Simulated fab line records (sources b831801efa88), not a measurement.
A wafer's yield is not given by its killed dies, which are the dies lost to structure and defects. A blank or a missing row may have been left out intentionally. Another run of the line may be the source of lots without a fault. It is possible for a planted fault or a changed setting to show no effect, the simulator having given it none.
Chamber matching    flow gf180mcu    cmp-02 running GF_CONTACT_CMP_04: 4 sister chambers
The step polishes SiO2. 16 wafers are shown with their chamber, then 8 later ones without.

## WAFERS PAIRED WITH THEIR CHAMBERS
wafer   chamber  motorCurrentA (A)  timeToEndpointS (s)  headPressurePsi (psi)
L436.1  1        10.6               116                  4.018
L436.2  3        13.3               103                  3.997
L436.5  3        12.6               108                  3.997
L437.2  0        13.8               110                  4.014
L437.3  1        10.9               106                  4.006
L437.5  2        12.4               121                  3.996
L438.1  1        10.4               98                   3.997
L438.2  0        13.5               102                  4.004
L438.3  3        12.6               97                   4.010
L440.1  1        10.7               105                  3.990
L440.3  0        13.6               115                  3.991
L440.5  1        10.8               119                  4.005
L443.4  0        13.3               113                  4.008
L443.5  3        12.8               108                  4.003
L443.6  0        12.8               111                  4.005
L450.2  1        10.9               111                  3.998

SIGNATURES (averages over the wafers above)
reading          chamber 0  chamber 1  chamber 2  chamber 3  scatter within a chamber
motorCurrentA    13.400     10.717     12.400     12.825     0.302
timeToEndpointS  110.20     109.17     121.00     104.00     6.32
headPressurePsi  4.00440    4.00233    3.99600    4.00175    0.00849
Rule: a wafer lies at a distance from a chamber equal to the root of the sum of squares, over the readings, of (its reading less the chamber's mean, divided by the reading's scatter). If the next closest chamber is less than 2 further off than the closest, the wafer can't be placed; otherwise it belongs to the closest. How the scatter is found: for the shown wafers, subtract from each reading the mean of its chamber, square and add these, divide the total by (wafers less chambers), then take the root.

## WAFERS WITHOUT THEIR CHAMBER
wafer   motorCurrentA (A)  timeToEndpointS (s)  headPressurePsi (psi)
L450.4  12.6               116                  4.001
L450.6  10.3               110                  3.995
L455.3  10.7               108                  3.991
L455.5  13.2               106                  3.998
L455.6  13.4               123                  3.988
L456.3  12.2               115                  4.016
L456.5  13.1               109                  4.010
L456.6  11.3               117                  3.996

## WHICH CHAMBER EACH ONE RAN IN
wafer   from the rows above           in truth
L450.4  can't be placed: 2 or 3 or 0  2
L450.6  1                             1
L455.3  1                             1
L455.5  can't be placed: 0 or 3       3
L455.6  can't be placed: 0 or 2 or 3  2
L456.3  can't be placed: 2 or 3 or 0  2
L456.5  can't be placed: 0 or 3       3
L456.6  can't be placed: 1 or 2       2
2 of 8 placed correctly. From these rows, 6 cannot be placed; in 6 the true chamber is one of the candidates. Placed wrongly: 0.
